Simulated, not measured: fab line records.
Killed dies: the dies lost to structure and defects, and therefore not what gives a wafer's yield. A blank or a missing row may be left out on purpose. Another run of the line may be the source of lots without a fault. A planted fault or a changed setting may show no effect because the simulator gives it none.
Code-filled problem report in 8D (eight disciplines) form :: flow sky130 :: the parts of the form that need people (team, actions taken, sign-off) are left out

## 1. PROBLEM STATEMENT
SKY_CAP2M_STRIP_14, o2 flow sccm: mean 3612 sccm over 1 wafer from 1 lot; wafers with no fault: 3000 sccm, standard deviation 9.4. That puts it +65 standard deviations away from the usual mean.
The step: strips in O2/N2.
First seen on wafer L828.2, day 44 09:16, on plasma asher-03. The record has a number at this step for 39 wafers belonging to 13 lots. By rule, "out" or "out of limits" means more than 4 standard deviations away from the usual mean. The rest of the wafers with a number are treated as sound.

## 2. WHAT IT IS AND WHAT IT IS NOT
question: which readings at this step
is: o2 flow sccm
is not: drypump motor current A, n2 flow sccm, oes product au, strip time to endpoint s

question: which lots
is: L828
is not: L816, L817, L818, L819, L821, L822, L823, L824, L825, L826, L827, L838

question: which wafers of those lots
is: L828.2
is not: L828.1, L828.5

question: read on which tools
is: plasma asher-03
is not: plasma asher-02, plasma asher-04

question: when
is: from day 44 09:16
is not: up to then (35 sound wafers); but 3 sound wafers of L838 came after

## 3. THE SUSPECTS, EACH WITH WHAT RULES IT OUT
Counting: if a tool at a process step up to the reading ran every lot that is out, it stays a suspect. Sound lots after the first of them don't rule it out here, since some wafers of a struck lot are sound.
- plasma asher-03 at SKY_CAP2M_STRIP_14 (strips in O2/N2): kept. It ran the lot that is out, L828 (day 44 09:16); its last sound lot up to then is L827 (day 44 05:11). Its own readings are out on those wafers: o2 flow sccm.
- At SKY_CAP2M_STRIP_14 on plasma asher-03, chamber 0 took the sound wafers of the same lots and chamber 1 took the wafers that are out.
Left after counting: plasma asher-03 at SKY_CAP2M_STRIP_14.

## 4. THE CAUSE (what the simulator had put in)
plasma asher-03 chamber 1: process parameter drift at SKY_CAP2M_STRIP_14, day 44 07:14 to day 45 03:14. Setting o2 flow sccm shifted by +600 from 3000. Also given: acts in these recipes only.
The count eliminated every tool but this one.

## 5. SEQUENCE OF EFFECTS, ordered by route
Each row: a reading whose mean over the struck wafers that have a number lies more than 3 standard deviations from the usual. Only readings for which the record gives a usual standard deviation are gone through. hours: the time from each lot's start at the first step in this table that gives one to its start at this step, as a median over the lots. sigmas: the change in usual standard deviations.
hours: 0
step: SKY_CAP2M_STRIP_14
reading: o2 flow sccm
usual: 3000 sccm
on struck wafers: 3612
change: +612
sigmas: +65
It contains these process steps:
- SKY_CAP2M_STRIP_14: strips in O2/N2.

## 6. HOW IT WOULD HAVE BEEN CAUGHT EARLIER
The fault began at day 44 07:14; the first out-of-limits reading in this record came at day 44 09:16, 2 hours later.
